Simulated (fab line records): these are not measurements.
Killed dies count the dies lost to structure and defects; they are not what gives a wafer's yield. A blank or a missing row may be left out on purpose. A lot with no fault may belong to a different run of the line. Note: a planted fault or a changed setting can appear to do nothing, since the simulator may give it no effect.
Struck lot and sound lot, side by side | flow gf180mcu | 44 steps out of a route of 602
Sound: wafers L727.3, L727.4, L727.6. Struck: wafers L732.3, L732.5. (L732.4 of the same lot was not struck and is left out.) The cause comes at the end.
At each step with rows: each side's tool, then ch and its chambers, then its first start. Under that, the readings that differ: sound wafers | struck wafers | difference of the means | sigmas: that difference in standard deviations of wafers without a fault.
alike: words and numbers the same on both sides, and readings whose means are apart by under 2 such deviations; not compared: readings that were withheld, readings missing a value for some wafer, numbers with overlapping values and no deviation given by the record, and bounds like >300 which may hide the same value.
A row with sigmas, a row that says differs or no value, or rows on one side alone: a step with any of these is where the two part. When numbers do not overlap yet have no deviation, they are printed without sigmas and do not part them. A reading missing from all wafers of one side parts the sides only when that side holds two or more wafers.

first, 5 steps without rows for these wafers: GF_V4_STRIP_19 (strips in post etch residue remover, time 1200 s); GF_V4_CLEAN_20 (cleans in DIW); GF_V4_SPUTTER_21 (material Ti, target thk 15 nm, time 80.02 s); GF_V4_SPUTTER_22 (material TiN, target thk 10 nm, time 40 s); GF_V4_CVD_23 (deposits W, target thk 350 nm, time 104.9 s).
GF_V4_RS_MEAS_24: uses a four-point probe to measure.
  sound: filmMetro-02 at day 29 15:11; struck: filmMetro-04 at day 30 03:07
  alike: V4_W_RS
GF_V4_THK_MEAS_25: measures by xrf.
  sound: filmMetro-02 at day 29 15:17; struck: filmMetro-04 at day 30 03:13
  alike: V4_W_THK
then, 2 steps without rows for these wafers: GF_V4_CMP_26 (polishes, stops on SiO2, t overpolish 15 s, target thk 0 nm); GF_MIM_SPUTTER_00 (material Ti, target thk 37.5 nm, time 150 s).
GF_MIM_SPUTTER_01: material TiN, target thk 30 nm, time 25 s.
  sound: pvdSputter-04 at day 29 15:44; struck: pvdSputter-01 at day 30 03:39
  alike: throttleValvePct
then, 1 step without rows for these wafers: GF_MIM_SPUTTER_02 (material AlCu, target thk 450 nm, time 23.9 s).
GF_MIM_SPUTTER_03: material Ti, target thk 10 nm, time 6.7 s.
  sound: pvdSputter-04 at day 29 15:48; struck: pvdSputter-01 at day 30 03:43
  alike: throttleValvePct
GF_MIM_SPUTTER_04: material TiN, target thk 50 nm, time 41.7 s.
  sound: pvdSputter-04 at day 29 15:49; struck: pvdSputter-01 at day 30 03:44
reading                                | sound            | struck      | difference | sigmas
model.TiN_of_MIM_SPUTTER_04.thkNm (nm) | 51.1 50.06 50.52 | 49.94 49.52 | -0.83      | 
  alike: throttleValvePct
GF_MIM_CVD_05: deposits Si3N4, target thk 42 nm, time 29.086 s.
  sound on pecvd-03 ch 0,2, day 29 15:52; struck on pecvd-03 ch 1,2, day 30 03:46
  alike: heaterPowerW
GF_MIM_THK_MEAS_06:
  sound: filmMetro-03 at day 29 15:55; struck: filmMetro-03 at day 30 03:50
  alike: MIM_CVD_05_THK
then, 2 steps without rows for these wafers: GF_MIM_SPUTTER_07 (material TiN, target thk 60 nm, time 50 s); GF_MIM_SPUTTER_08 (material AlCu, target thk 200 nm, time 10.6 s).
GF_MIM_SPUTTER_09: material TiN, target thk 35 nm, time 29.2 s.
  sound: pvdSputter-03 at day 29 16:02; struck: pvdSputter-03 at day 30 03:56
  alike: throttleValvePct
GF_MIM_RS_MEAS_10: uses a four-point probe to measure.
  sound: filmMetro-01 at day 29 16:06; struck: filmMetro-02 at day 30 04:01
  alike: MIM_ALCU_RS
GF_MIM_THK_MEAS_11: measures by xrf.
  sound: filmMetro-01 at day 29 16:12; struck: filmMetro-02 at day 30 04:07
  alike: MIM_ALCU_THK
then, 7 steps without rows for these wafers: GF_MIM_DEHYDRATE_12 (time 60 s); GF_MIM_HMDS_13 (prime time 60 s); GF_MIM_COAT_14 (resist thk 1000 nm); GF_MIM_SOFTBAKE_15 (time 60 s); GF_MIM_EXPOSE_16 (exposes mask FuseTop, target cd 2000 nm); GF_MIM_PEB_17; GF_MIM_DEVELOP_18 (develop time 60 s).
GF_MIM_METAL_ETCH_19: etches the open film in Cl2/BCl3, stops on Si3N4, target depth 324.5 nm, time 54.1 s.
  sound on rieMetal-04 ch 0,1, day 30 11:08; struck on rieMetal-01 ch 0,1, day 30 22:23
  alike: drypumpMotorCurrentA, oesProductAu, throttleValvePct
  not compared: rfHoursCounterH
then, 10 steps without rows for these wafers: GF_MIM_STRIP_20 (strips in O2/N2); GF_MIM_STRIP_21 (strips in post etch residue remover, time 1200 s); GF_MIM_CLEAN_22 (cleans in DIW); GF_M5_DEHYDRATE_00 (time 60 s); GF_M5_HMDS_01 (prime time 60 s); GF_M5_COAT_02 (resist thk 1000 nm); GF_M5_SOFTBAKE_03 (time 60 s); GF_M5_EXPOSE_04 (exposes mask Metal5, target cd 280 nm); GF_M5_PEB_05 (peb time 90 s); GF_M5_DEVELOP_06 (develop time 60 s).
GF_M5_CD_MEAS_07: target cd 280 nm.
  sound: cdSem-02 at day 31 05:02; struck: cdSem-02 at day 31 16:03
  alike: cdNm
GF_M5_OVL_MEAS_08:
  sound: overlay-01 at day 31 05:08; struck: overlay-01 at day 31 16:08
  alike: M5_OVL
then, 2 steps without rows for these wafers: GF_M5_ETCH_09 (etches Si3N4 in CF4/O2, target depth 52 nm, time 11.6 s); GF_M5_METAL_ETCH_10 (etches the open film in Cl2/BCl3, stops on SiO2, target depth 750.8 nm, time 125.1 s).
GF_V5_STRIP_19: strips in post etch residue remover, time 1200 s.
  sound on wetBench-02 ch 0, day 32 00:35; struck on wetBench-04 ch 2, day 32 10:56
reading                                | sound             | struck     | difference | sigmas
model.TiN_of_MIM_SPUTTER_04.thkNm (nm) | 50.68 49.63 50.09 | 49.53 49.1 | -0.82      | 
after that, 1 step had no rows for these wafers: GF_PASSIVATION_PROBE_99.

## WHERE THEY PART
Nowhere in this record.

WHY: what the simulator had put in
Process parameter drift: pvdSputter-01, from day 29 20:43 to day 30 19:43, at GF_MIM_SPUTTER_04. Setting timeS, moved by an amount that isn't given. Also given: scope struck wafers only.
